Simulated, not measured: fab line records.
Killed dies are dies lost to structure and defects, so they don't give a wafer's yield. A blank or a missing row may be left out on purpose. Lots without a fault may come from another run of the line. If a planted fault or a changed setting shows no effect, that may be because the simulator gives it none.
Code-filled problem report in 8D (eight disciplines) form / flow sky130 / the parts of the form that need people (team, actions taken, sign-off) are left out

## 1. WHAT IS WRONG
Mean VT_ADJUST_NCORE_OVL at SKY_VT_ADJUST_NCORE_OVL_MEAS_08: 101.9 nm over 12 wafers in 4 lots; fault-free wafers: 0.0 nm, standard deviation 1.2. That is +85 standard deviations from the usual mean.
The first sign was on wafer L406.1 at day 10 17:23, on overlay-02. At this step, 39 wafers from 13 lots have a number in the record. The rule behind "out" and "out of limits": a value lying over 4 standard deviations away from the usual mean. All remaining wafers that have a number are taken as sound.

## 2. WHAT IT IS; WHAT IT IS NOT
question=which readings at this step | is=VT_ADJUST_NCORE_OVL | is not=-
question=which lots | is=L406, L407, L408, L412 | is not=L399, L400, L401, L402, L403, L404, L413, L419, L421
question=which wafers of those lots | is=all that have a number | is not=-
question=read on which gauges | is=overlay-01, overlay-02 | is not=-
question=when | is=from day 10 17:23 | is not=up to then (18 sound wafers); but 9 sound wafers of L413, L419, L421 came after

## 3. SUSPECTS, AND WHAT RULES EACH OUT
Counting: a tool at a process step up to the reading stays a suspect if it ran every lot that is out and no sound lot after the first of them.
- ruled out: the gauge at SKY_VT_ADJUST_NCORE_OVL_MEAS_08. The wafers that are out were read on 2 gauges (overlay-01, overlay-02).
- ilineStepper-02 at SKY_VT_ADJUST_NCORE_EXPOSE_04 (exposes mask LVTN COMPLEMENT THIN, target cd 380 nm): kept. All lots that are out passed through it, beginning with L406 at day 10 06:38, and no sound lot followed; its final sound lot before that point was L401 at day 8 19:31.
Remaining after the count: ilineStepper-02 at SKY_VT_ADJUST_NCORE_EXPOSE_04.

## 4. THE CAUSE (what the simulator had put in)
Scanner matching overlay: ilineStepper-02, from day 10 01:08 on, at SKY_VT_ADJUST_NCORE_EXPOSE_04. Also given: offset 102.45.
The count eliminated every tool but this one.

## 5. THE CHAIN OF EFFECTS, in route order
Each row: a reading whose mean over the struck wafers that have a number lies more than 3 standard deviations from the usual. Readings are gone through only where the record gives a usual standard deviation; hours: the median, over the lots, of the time from a lot's start at the first step in this table giving one to that lot's start at this step; sigmas: the change measured in usual standard deviations.
hours=0; step=SKY_VT_ADJUST_NCORE_OVL_MEAS_08; reading=VT_ADJUST_NCORE_OVL; usual=0.0 nm; on struck wafers=101.9; change=+101.9; sigmas=+85
Later measuring or inspecting steps at which every struck wafer that the step has a row for has a number for every such reading, and none has moved that far: SKY_VT_ADJUST_HVTR_CD_MEAS_07.

## 6. HOW IT WOULD HAVE BEEN CAUGHT EARLIER
The first out-of-limits reading at a measuring or inspecting step in this record came at day 10 17:23, 16 hours after the fault's start at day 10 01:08.
Lots out: 4; of these, L412 started SKY_VT_ADJUST_NCORE_EXPOSE_04 on ilineStepper-02 after day 10 17:23. A hold on the tool at that time would have spared it.
